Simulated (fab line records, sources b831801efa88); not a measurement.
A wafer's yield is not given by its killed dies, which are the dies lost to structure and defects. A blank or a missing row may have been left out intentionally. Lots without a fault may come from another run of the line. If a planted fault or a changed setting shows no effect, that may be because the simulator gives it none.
fab line records :: flow sky130
[record]
  lots = 5
  wafers = 15
  lastDay = 50
route steps=708 shown FIELD_ISO@27 NWELL@32 DNWELL@35 PAD_OPEN@708
lots with no fault: from the same line, run without faults
startH: start of the lot's first displayed wafer, in hours after the record's first day :: waitH: how many hours have passed since the lot's step before this one :: " as in the row above :: L1.1+2: one row covering several wafers at once :: - either no value or no given start :: * or withheld: withheld :: < > ~ a bound
route shown NAME@n: NAME is a module with steps in the file, n the number in the route of the first one :: usual: average and standard deviation across the fault-free wafers :: same: alike in all rows :: chamber/n: place in a boat :: sites: the reading at each site :: _std_site: standard deviation across them :: _edge_site: mean of outer sites minus mean of inner sites :: radiusMm: for every site, how far away it sits from the centre of the wafer :: mask NAME#n: copy n :: behind: tool/chamber where the wafer was last shaped :: hold: what put the lot on hold/how long, in hours/how the hold closed :: device: transistor that didn't switch, given as n, p or np :: end of line: the same wafers' tests at the end of the route :: step lacking rows: just its recipe :: killed: dies lost to structure and defects at the first sort, not the wafer's yield :: map: shows each die of a wafer: x if killed, . if not, _ if none is there
set.NAME: setting as actually run; set.NAME@STEP: the setting as run at that earlier step :: model.NAME: the simulator's own value behind a step, which no gauge read
lots at some steps of the route; a table a step, a row a wafer
services: from which hour (startH, from the record's first day; less than 0 if before it) a tool's chamber was out of use, for how many hours, and why
[[steps]]
[step SKY_FIELD_ISO_ANNEAL_26]
[recipe]
  tempC = 1000
  timeS = 1800
  ambient = N2
[step SKY_FIELD_ISO_CMP_27]
[recipe]
  stopOn = Si3N4
  tOverpolishS = 16
  downForcePsi = 4
  platenRpm = 60
  targetThkNm = 457.8
  padVelocityMS = 0.94248
[usual]
  motorCurrentA = 12.4/1.1
  overpolishRunS = 16.002/0.01
  retainingRingPressureFrac = 1.000/0.0045
  slurryFlowMlMin = 150.0/0.47
  timeToEndpointS = 110/3.6
lot.wafer: L592.2
tool: cmp-02
chamber: 1
startH: 55.87
waitH: 0.1
motorCurrentA: 11.0
overpolishRunS: 16.003
retainingRingPressureFrac: 1.006
slurryFlowMlMin: 149.1
timeToEndpointS: 111

lot.wafer: L592.4
tool: cmp-02
chamber: 2
startH: 55.87
waitH: 0.1
motorCurrentA: 12.4
overpolishRunS: 15.998
retainingRingPressureFrac: 1.002
slurryFlowMlMin: 149.9
timeToEndpointS: 108

lot.wafer: L592.6
tool: cmp-02
chamber: 3
startH: 55.87
waitH: 0.1
motorCurrentA: 10.8
overpolishRunS: 15.998
retainingRingPressureFrac: 0.998
slurryFlowMlMin: 149.1
timeToEndpointS: 110

lot.wafer: L594.2
tool: cmp-01
chamber: 3
startH: 69.80
waitH: 0.1
motorCurrentA: 12.6
overpolishRunS: 16.006
retainingRingPressureFrac: 1.003
slurryFlowMlMin: 150.5
timeToEndpointS: 115

lot.wafer: L594.4
tool: cmp-01
chamber: 0
startH: 69.80
waitH: 0.1
motorCurrentA: 11.7
overpolishRunS: 15.995
retainingRingPressureFrac: 1.003
slurryFlowMlMin: 149.1
timeToEndpointS: 115

lot.wafer: L594.6
tool: cmp-01
chamber: 2
startH: 69.80
waitH: 0.1
motorCurrentA: 12.6
overpolishRunS: 16.003
retainingRingPressureFrac: 0.989
slurryFlowMlMin: 149.4
timeToEndpointS: 111

lot.wafer: L598.3
tool: cmp-02
chamber: 2
startH: 80.60
waitH: 0.0
motorCurrentA: 12.5
overpolishRunS: 16.017
retainingRingPressureFrac: 1.000
slurryFlowMlMin: 150.4
timeToEndpointS: 115

lot.wafer: L598.4
tool: cmp-02
chamber: 3
startH: 80.60
waitH: 0.0
motorCurrentA: 10.9
overpolishRunS: 15.998
retainingRingPressureFrac: 0.999
slurryFlowMlMin: 149.9
timeToEndpointS: 110

lot.wafer: L598.5
tool: cmp-02
chamber: 3
startH: 80.60
waitH: 0.0
motorCurrentA: 11.5
overpolishRunS: 16.005
retainingRingPressureFrac: 0.997
slurryFlowMlMin: 149.5
timeToEndpointS: 112

lot.wafer: L607.2
tool: cmp-02
chamber: 2
startH: 134.31
waitH: 0.1
motorCurrentA: 12.1
overpolishRunS: 16.012
retainingRingPressureFrac: 1.002
slurryFlowMlMin: 150.8
timeToEndpointS: 110

lot.wafer: L607.1
tool: cmp-02
chamber: 3
startH: 134.31
waitH: 0.1
motorCurrentA: 11.3
overpolishRunS: 15.994
retainingRingPressureFrac: 1.005
slurryFlowMlMin: 149.8
timeToEndpointS: 110

lot.wafer: L607.5
tool: cmp-02
chamber: 0
startH: 134.31
waitH: 0.1
motorCurrentA: 13.8
overpolishRunS: 16.001
retainingRingPressureFrac: 1.000
slurryFlowMlMin: 149.6
timeToEndpointS: 109

lot.wafer: L612.1
tool: cmp-01
chamber: 1
startH: 155.41
waitH: 0.0
motorCurrentA: 13.3
overpolishRunS: 16.001
retainingRingPressureFrac: 0.996
slurryFlowMlMin: 150.4
timeToEndpointS: 101

lot.wafer: L612.4
tool: cmp-01
chamber: 2
startH: 155.41
waitH: 0.0
motorCurrentA: 12.4
overpolishRunS: 15.985
retainingRingPressureFrac: 1.000
slurryFlowMlMin: 149.9
timeToEndpointS: 105

lot.wafer: L612.6
tool: cmp-01
chamber: 2
startH: 155.41
waitH: 0.0
motorCurrentA: 12.7
overpolishRunS: 16.007
retainingRingPressureFrac: 0.997
slurryFlowMlMin: 149.6
timeToEndpointS: 106
[step SKY_FIELD_ISO_WET_ETCH_28]
[recipe]
  chemistry = dHF
  targetDepthNm = 23.7
  target = SiO2
  dilution = 10:1
  tempC = 25
  timeS = 47
[step SKY_FIELD_ISO_WET_ETCH_29]
[recipe]
  chemistry = H3PO4
  targetDepthNm = 160
  target = Si3N4
  tempC = 160
  timeS = 1825
[step SKY_FIELD_ISO_WET_ETCH_30]
[recipe]
  chemistry = dHF
  targetDepthNm = 25
  target = SiO2
  dilution = 10:1
  tempC = 25
  timeS = 50
[step SKY_NWELL_CLEAN_00]
[recipe]
  chemistry = SC1/SC2
  mix = 1:4:20
  tempC = 70
  timeS = 150
  dry = n2Spin
[step SKY_NWELL_OXIDATION_01]
[recipe]
  tempC = 900
  ambient = O2
  stabiliseS = 600
  purgeS = 300
  targetThkA = 100
  oxTimeS = 1418
[step SKY_NWELL_THK_MEAS_02]
[recipe]
  reads = SiO2_of_NWELL_OXIDATION_01
[usual]
  NWELL_OXIDATION_THK = 10.05/0.19
lot.wafer: L592.2
tool: filmMetro-02
chamber: -
startH: 65.42
waitH: 0.0
NWELL_OXIDATION_THK[nm]: 10.35

lot.wafer: L592.4
tool: filmMetro-02
chamber: -
startH: 65.42
waitH: 0.0
NWELL_OXIDATION_THK[nm]: 10.23

lot.wafer: L592.6
tool: filmMetro-02
chamber: -
startH: 65.42
waitH: 0.0
NWELL_OXIDATION_THK[nm]: 10.43

lot.wafer: L594.2
tool: filmMetro-03
chamber: -
startH: 75.34
waitH: 0.0
NWELL_OXIDATION_THK[nm]: 10.02

lot.wafer: L594.4
tool: filmMetro-03
chamber: -
startH: 75.34
waitH: 0.0
NWELL_OXIDATION_THK[nm]: 10.08

lot.wafer: L594.6
tool: filmMetro-03
chamber: -
startH: 75.34
waitH: 0.0
NWELL_OXIDATION_THK[nm]: 10.02

lot.wafer: L598.3
tool: filmMetro-02
chamber: -
startH: 82.93
waitH: 0.0
NWELL_OXIDATION_THK[nm]: 9.96

lot.wafer: L598.4
tool: filmMetro-02
chamber: -
startH: 82.93
waitH: 0.0
NWELL_OXIDATION_THK[nm]: 10.02

lot.wafer: L598.5
tool: filmMetro-02
chamber: -
startH: 82.93
waitH: 0.0
NWELL_OXIDATION_THK[nm]: 9.90

lot.wafer: L607.1
tool: filmMetro-02
chamber: -
startH: 143.92
waitH: 0.0
NWELL_OXIDATION_THK[nm]: 10.27

lot.wafer: L607.2
tool: filmMetro-02
chamber: -
startH: 143.92
waitH: 0.0
NWELL_OXIDATION_THK[nm]: 10.25

lot.wafer: L607.5
tool: filmMetro-02
chamber: -
startH: 143.92
waitH: 0.0
NWELL_OXIDATION_THK[nm]: 10.16

lot.wafer: L612.1
tool: filmMetro-03
chamber: -
startH: 160.39
waitH: 0.0
NWELL_OXIDATION_THK[nm]: 9.70

lot.wafer: L612.4
tool: filmMetro-03
chamber: -
startH: 160.39
waitH: 0.0
NWELL_OXIDATION_THK[nm]: 9.58

lot.wafer: L612.6
tool: filmMetro-03
chamber: -
startH: 160.39
waitH: 0.0
NWELL_OXIDATION_THK[nm]: 9.70
[step SKY_DNWELL_DEHYDRATE_00]
[recipe]
  tempC = 200
  timeS = 60
[step SKY_DNWELL_HMDS_01]
[recipe]
  primeTimeS = 60
  primeTempC = 120
[step SKY_DNWELL_COAT_02]
[recipe]
  spinRpm = 2000
  resistThkNm = 3000
[step SKY_DNWELL_SOFTBAKE_03]
[recipe]
  tempC = 110
  timeS = withheld
[step SKY_DNWELL_EXPOSE_04]
[recipe]
  maskId = DNM
  na = 0.57
  targetCdNm = 3000
  doseMj = 222
lot.wafer: L592.2+4+6
tool: ilineStepper-02
chamber: 0
startH: 73.16
waitH: -
mask: DNM#0

lot.wafer: L594.2+4+6
tool: ilineStepper-01
chamber: 0
startH: 83.26
waitH: -
mask: DNM#0

lot.wafer: L598.3+4+5
tool: ilineStepper-02
chamber: 0
startH: 92.40
waitH: -
mask: NWM#0

lot.wafer: L607.1+2+5
tool: ilineStepper-01
chamber: 0
startH: 153.37
waitH: -
mask: DNM#0

lot.wafer: L612.1+4+6
tool: ilineStepper-01
chamber: 0
startH: 170.32
waitH: -
mask: DNM#0
[step SKY_DNWELL_PEB_05]
[recipe]
  tempC = 115
  timeS = withheld
[step SKY_DNWELL_DEVELOP_06]
[recipe]
  wallAngleDeg = 90
  developer = TMAH
  developTimeS = 60
  devTempC = 23
[step SKY_DNWELL_IMPLANT_07]
[recipe]
  species = P
  energyKev = withheld
  doseCm2 = withheld
  tiltDeg = withheld
[step SKY_DNWELL_STRIP_08]
[recipe]
  chemistry = O2/N2
  powerW = 1400
  pressureMtorr = 1500
  platenTempC = withheld
  o2FlowSccm = 3000
  n2FlowSccm = 300
  overashFraction = 0.5
[usual]
  drypumpMotorCurrentA = 5.7/0.32
  oesProductAu = 0.722/0.0046
  stripTimeToEndpointS = 36.94/0.11
lot.wafer: L592.2
tool: plasmaAsher-03
chamber: 0
startH: 80.99
waitH: 0.1
drypumpMotorCurrentA: 6.2
oesProductAu: 0.725
rfHoursCounterH: 27
stripTimeToEndpointS: 36.81

lot.wafer: L592.4
tool: plasmaAsher-03
chamber: 1
startH: 80.99
waitH: 0.1
drypumpMotorCurrentA: 5.8
oesProductAu: 0.729
rfHoursCounterH: -
stripTimeToEndpointS: 36.88

lot.wafer: L592.6
tool: plasmaAsher-03
chamber: 1
startH: 80.99
waitH: 0.1
drypumpMotorCurrentA: 5.8
oesProductAu: 0.719
rfHoursCounterH: -
stripTimeToEndpointS: 36.82

lot.wafer: L594.2
tool: plasmaAsher-02
chamber: 1
startH: 92.59
waitH: 0.1
drypumpMotorCurrentA: 5.9
oesProductAu: 0.725
rfHoursCounterH: 42
stripTimeToEndpointS: 36.91

lot.wafer: L594.4
tool: plasmaAsher-02
chamber: 1
startH: 92.59
waitH: 0.1
drypumpMotorCurrentA: 5.9
oesProductAu: 0.721
rfHoursCounterH: -
stripTimeToEndpointS: 36.94

lot.wafer: L594.6
tool: plasmaAsher-02
chamber: 1
startH: 92.59
waitH: 0.1
drypumpMotorCurrentA: 5.9
oesProductAu: 0.732
rfHoursCounterH: -
stripTimeToEndpointS: 37.11

lot.wafer: L598.3
tool: plasmaAsher-02
chamber: 1
startH: 100.81
waitH: 0.1
drypumpMotorCurrentA: 5.9
oesProductAu: 0.722
rfHoursCounterH: -
stripTimeToEndpointS: 36.84

lot.wafer: L598.4
tool: plasmaAsher-02
chamber: 0
startH: 100.81
waitH: 0.1
drypumpMotorCurrentA: 5.1
oesProductAu: 0.726
rfHoursCounterH: -
stripTimeToEndpointS: 36.99

lot.wafer: L598.5
tool: plasmaAsher-02
chamber: 1
startH: 100.81
waitH: 0.1
drypumpMotorCurrentA: 5.9
oesProductAu: 0.714
rfHoursCounterH: -
stripTimeToEndpointS: 36.79

lot.wafer: L607.1
tool: plasmaAsher-01
chamber: 1
startH: 163.48
waitH: 0.1
drypumpMotorCurrentA: 5.9
oesProductAu: 0.718
rfHoursCounterH: 47
stripTimeToEndpointS: 36.93

lot.wafer: L607.2
tool: plasmaAsher-01
chamber: 0
startH: 163.48
waitH: 0.1
drypumpMotorCurrentA: 5.6
oesProductAu: 0.719
rfHoursCounterH: 47
stripTimeToEndpointS: 37.01

lot.wafer: L607.5
tool: plasmaAsher-01
chamber: 1
startH: 163.48
waitH: 0.1
drypumpMotorCurrentA: 5.9
oesProductAu: 0.722
rfHoursCounterH: -
stripTimeToEndpointS: 37.09

lot.wafer: L612.1
tool: plasmaAsher-01
chamber: 0
startH: 180.18
waitH: 0.1
drypumpMotorCurrentA: 5.6
oesProductAu: 0.718
rfHoursCounterH: 49
stripTimeToEndpointS: 36.96

lot.wafer: L612.4
tool: plasmaAsher-01
chamber: 1
startH: 180.18
waitH: 0.1
drypumpMotorCurrentA: 5.9
oesProductAu: 0.725
rfHoursCounterH: -
stripTimeToEndpointS: 36.99

lot.wafer: L612.6
tool: plasmaAsher-01
chamber: 1
startH: 180.18
waitH: 0.1
drypumpMotorCurrentA: 5.9
oesProductAu: 0.729
rfHoursCounterH: -
stripTimeToEndpointS: 37.00
[step SKY_DNWELL_TW_MEAS_09]
[usual]
  DNWELL_TW = 1122/7.7
lot.wafer: L592.2
tool: filmMetro-04
chamber: -
startH: 81.10
waitH: 0.1
hold: -
DNWELL_TW: 1127

lot.wafer: L592.4
tool: filmMetro-04
chamber: -
startH: 81.10
waitH: 0.1
hold: -
DNWELL_TW: 1125

lot.wafer: L592.6
tool: filmMetro-04
chamber: -
startH: 81.10
waitH: 0.1
hold: -
DNWELL_TW: 1121

lot.wafer: L594.2
tool: filmMetro-04
chamber: -
startH: 92.70
waitH: 0.1
hold: -
DNWELL_TW: 1123

lot.wafer: L594.4
tool: filmMetro-04
chamber: -
startH: 92.70
waitH: 0.1
hold: -
DNWELL_TW: 1119

lot.wafer: L594.6
tool: filmMetro-04
chamber: -
startH: 92.70
waitH: 0.1
hold: -
DNWELL_TW: 1116

lot.wafer: L598.3
tool: filmMetro-04
chamber: -
startH: 100.90
waitH: 0.1
hold: awaitDispo/0.2h/release
DNWELL_TW: 30

lot.wafer: L598.4
tool: filmMetro-04
chamber: -
startH: 100.90
waitH: 0.1
hold: awaitDispo/0.2h/release
DNWELL_TW: 30

lot.wafer: L598.5
tool: filmMetro-04
chamber: -
startH: 100.90
waitH: 0.1
hold: awaitDispo/0.2h/release
DNWELL_TW: 30

lot.wafer: L598.3
tool: filmMetro-04
chamber: -
startH: 101.13
waitH: 0.2
hold: -
DNWELL_TW: 30

lot.wafer: L598.4
tool: filmMetro-04
chamber: -
startH: 101.13
waitH: 0.2
hold: -
DNWELL_TW: 30

lot.wafer: L598.5
tool: filmMetro-04
chamber: -
startH: 101.13
waitH: 0.2
hold: -
DNWELL_TW: 30

lot.wafer: L607.1
tool: filmMetro-02
chamber: -
startH: 163.58
waitH: 0.1
hold: -
DNWELL_TW: 1111

lot.wafer: L607.2
tool: filmMetro-02
chamber: -
startH: 163.58
waitH: 0.1
hold: -
DNWELL_TW: 1118

lot.wafer: L607.5
tool: filmMetro-02
chamber: -
startH: 163.58
waitH: 0.1
hold: -
DNWELL_TW: 1113

lot.wafer: L612.1
tool: filmMetro-04
chamber: -
startH: 180.28
waitH: 0.1
hold: -
DNWELL_TW: 1129

lot.wafer: L612.4
tool: filmMetro-04
chamber: -
startH: 180.28
waitH: 0.1
hold: -
DNWELL_TW: 1122

lot.wafer: L612.6
tool: filmMetro-04
chamber: -
startH: 180.28
waitH: 0.1
hold: -
DNWELL_TW: 1126
[step SKY_PAD_OPEN_PROBE_99]
[usual]
  defectLimitedYield = 82.3/2.1
  killed_at_M0_to_M3 = 43/7.4
  killed_at_M4_up = 3.1/1.8
  killedAtContacts = 26/5.6
  killedAtFrontEnd = 15/4.9
  killedAtOther = 0.2/0.44
  killedDies = 87/10
  killedOpen = 48/7.6
  killedShort = 39/6.2
  sort_bin_3_pad_short = 0.9/0.43
  sort_bin_5_function = 10.5/1.5
  sort_bin_6_memory = 6.3/1.2
  sortNPass = 405/10
  sortYieldPct = 82.3/2.1
[same]
  grossDies = 492
  killedAtBackSide = 0
  sort_bin_4_leakage[%] = 0
  sort_bin_8_speed[%] = 0
lot.wafer: L592.2
tool: prober-01
chamber: -
startH: 1104.87
waitH: 0.1
defectLimitedYield[%]: 81.5
killed_at_M0_to_M3: 48
killed_at_M4_up: 8
killedAtContacts: 18
killedAtFrontEnd: 17
killedAtOther: 0
killedDies: 91
killedOpen: 46
killedShort: 45
sort_bin_3_pad_short[%]: 1.2
sort_bin_5_function[%]: 10.2
sort_bin_6_memory[%]: 7.1
sortNPass: 401
sortYieldPct[%]: 81.5

lot.wafer: L592.4
tool: prober-01
chamber: -
startH: 1104.97
waitH: 0.2
defectLimitedYield[%]: 80.3
killed_at_M0_to_M3: 47
killed_at_M4_up: 3
killedAtContacts: 24
killedAtFrontEnd: 23
killedAtOther: 0
killedDies: 97
killedOpen: 63
killedShort: 34
sort_bin_3_pad_short[%]: 1.6
sort_bin_5_function[%]: 12.4
sort_bin_6_memory[%]: 5.7
sortNPass: 395
sortYieldPct[%]: 80.3

lot.wafer: L592.6
tool: prober-01
chamber: -
startH: 1105.07
waitH: 0.2
defectLimitedYield[%]: 82.1
killed_at_M0_to_M3: 45
killed_at_M4_up: 3
killedAtContacts: 26
killedAtFrontEnd: 14
killedAtOther: 0
killedDies: 88
killedOpen: 41
killedShort: 47
sort_bin_3_pad_short[%]: 1.8
sort_bin_5_function[%]: 11.0
sort_bin_6_memory[%]: 5.1
sortNPass: 404
sortYieldPct[%]: 82.1
// killed by level:class
L592.2 VIA1:geometricParticle:open=14 METAL2:geometricParticle:short=8 VIA1:geometricParticle:short=7 METAL4:geometricParticle:short=6 LI_CONTACT:geometricParticle:open=6 CONTACT:geometricParticle:open=6 FIELD_ISO:geometricParticle:open=5 METAL1:geometricParticle:short=5
L592.4 CONTACT:geometricParticle:open=14 VIA1:geometricParticle:open=12 VIA2:geometricParticle:open=9 POLY_GATE:geometricParticle:open=6 VIA3:geometricParticle:open=6 FIELD_ISO:geometricParticle:open=5 VIA1:geometricParticle:short=5 POLY_GATE:geometricParticle:short=4
L592.6 CONTACT:geometricParticle:open=15 VIA1:geometricParticle:short=12 FIELD_ISO:geometricParticle:short=7 VIA1:geometricParticle:open=7 METAL3:geometricParticle:short=7 METAL2:geometricParticle:short=6 VIA3:geometricParticle:open=5 FIELD_ISO:geometricParticle:open=4
[[services]]
tool: cmp-02
chamber: -
startH: 48.43
hours: 1.6
kind: repair

tool: cmp-01
chamber: -
startH: 64.16
hours: 4.0
kind: pm

tool: cmp-01
chamber: -
startH: 68.16
hours: -
kind: consumableReplace:conditioner

tool: cmp-01
chamber: -
startH: 68.16
hours: -
kind: consumableReplace:pad

tool: ilineStepper-02
chamber: -
startH: 73.39
hours: 1.7
kind: pm

tool: plasmaAsher-02
chamber: -
startH: 73.61
hours: 7.6
kind: pm

tool: plasmaAsher-02
chamber: -
startH: 87.62
hours: 2.6
kind: repair

tool: ilineStepper-02
chamber: -
startH: 93.52
hours: 4.4
kind: pm

tool: cmp-01
chamber: -
startH: 97.92
hours: 4.9
kind: repair

tool: cmp-02
chamber: -
startH: 100.45
hours: 1.1
kind: repair

tool: ilineStepper-01
chamber: -
startH: 104.58
hours: 0.9
kind: repair

tool: ilineStepper-01
chamber: -
startH: 108.88
hours: 14.8
kind: repair

tool: plasmaAsher-03
chamber: -
startH: 120.57
hours: 0.9
kind: repair

tool: cmp-02
chamber: -
startH: 121.93
hours: 1.0
kind: repair

tool: ilineStepper-01
chamber: 0
startH: 137.70
hours: -
kind: calibration

tool: cmp-01
chamber: -
startH: 138.70
hours: 0.3
kind: repair

tool: ilineStepper-02
chamber: 0
startH: 147.24
hours: -
kind: calibration

tool: plasmaAsher-02
chamber: -
startH: 174.60
hours: 5.1
kind: repair
[[key]]
[firstSign]
  step = SKY_DNWELL_EXPOSE_04
  reading = mask
  direction = changed
[effect]
  step = SKY_DNWELL_TW_MEAS_09
  reading = visit
  direction = added
[effect]
  step = SKY_DNWELL_TW_MEAS_09
  reading = DNWELL_TW
  direction = down
  sigmas = 99+
  usual = 1122
  struck = 30
metAt SKY_DNWELL_EXPOSE_04
struckWafers L598.3,L598.4,L598.5
scrappedBehind SKY_DNWELL_TW_MEAS_09 L598.3,L598.4,L598.5
onsetBetween 73.16 92.40
[fault]
  kind = wrongMask
  tool = any
  chamber = -
  onsetH = 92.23
  steps = SKY_DNWELL_EXPOSE_04
  auxCopy = NWM#0
  scope = struckLotsOnly
